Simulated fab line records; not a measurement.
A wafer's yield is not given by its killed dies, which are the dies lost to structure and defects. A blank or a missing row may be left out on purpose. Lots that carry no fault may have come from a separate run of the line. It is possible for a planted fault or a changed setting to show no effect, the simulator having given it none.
Matching of chambers :: flow gf180mcu :: 4 sister chambers for GF_STI_CMP_25 on cmp-02
The step polishes, stops on Si3N4, t overpolish 33 s, target thk 524.6 nm. 8 wafers are shown with their chamber, then 8 later ones without.

WAFERS, EACH WITH ITS CHAMBER
wafer: L636.6
chamber: 3
time to endpoint s (s): 125
overpolish run s (s): 32.994

wafer: L637.1
chamber: 1
time to endpoint s (s): 123
overpolish run s (s): 32.993

wafer: L639.4
chamber: 3
time to endpoint s (s): 128
overpolish run s (s): 32.996

wafer: L639.5
chamber: 0
time to endpoint s (s): 129
overpolish run s (s): 33.009

wafer: L642.3
chamber: 2
time to endpoint s (s): 124
overpolish run s (s): 33.006

wafer: L642.4
chamber: 1
time to endpoint s (s): 127
overpolish run s (s): 32.995

wafer: L642.6
chamber: 2
time to endpoint s (s): 120
overpolish run s (s): 33.005

wafer: L647.2
chamber: 0
time to endpoint s (s): 123
overpolish run s (s): 32.990

WAFERS WITH NO CHAMBER GIVEN
wafer: L647.4
time to endpoint s (s): 123
overpolish run s (s): 32.997

wafer: L647.5
time to endpoint s (s): 111
overpolish run s (s): 33.004

wafer: L648.1
time to endpoint s (s): 127
overpolish run s (s): 32.995

wafer: L648.2
time to endpoint s (s): 115
overpolish run s (s): 32.996

wafer: L648.5
time to endpoint s (s): 124
overpolish run s (s): 33.004

wafer: L655.1
time to endpoint s (s): 118
overpolish run s (s): 33.001

wafer: L655.3
time to endpoint s (s): 124
overpolish run s (s): 32.998

wafer: L655.5
time to endpoint s (s): 121
overpolish run s (s): 33.006

WHICH CHAMBER EACH ONE RAN IN
wafer: L647.4
from the rows above: can't be placed: 1 or 0 or 3 or 2
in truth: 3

wafer: L647.5
from the rows above: can't be placed: 2 or 1 or 0 or 3
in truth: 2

wafer: L648.1
from the rows above: can't be placed: 3 or 1 or 0
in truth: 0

wafer: L648.2
from the rows above: can't be placed: 2 or 1 or 0 or 3
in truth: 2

wafer: L648.5
from the rows above: can't be placed: 2 or 0 or 1 or 3
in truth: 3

wafer: L655.1
from the rows above: can't be placed: 2 or 1 or 0 or 3
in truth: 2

wafer: L655.3
from the rows above: can't be placed: 1 or 0 or 3 or 2
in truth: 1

wafer: L655.5
from the rows above: can't be placed: 2 or 0 or 1
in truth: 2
Placed correctly: 0 of 8. Can't be placed from these rows: 8 (the true chamber is among the candidates in 8). Placed wrongly: 0.
How it was worked out, from the rows above alone: a wafer's distance from a chamber is the root of the sum, over the readings, of the square of ((its reading less the chamber's mean) divided by the reading's scatter). The wafer belongs to the nearest chamber; if the next one is less than 2 further off, it can't be placed. A chamber's mean is the mean of its shown wafers. The scatter is the square root of a quotient: the sum, over the shown wafers, of each reading's squared deviation from its chamber's mean, divided by wafers minus chambers.
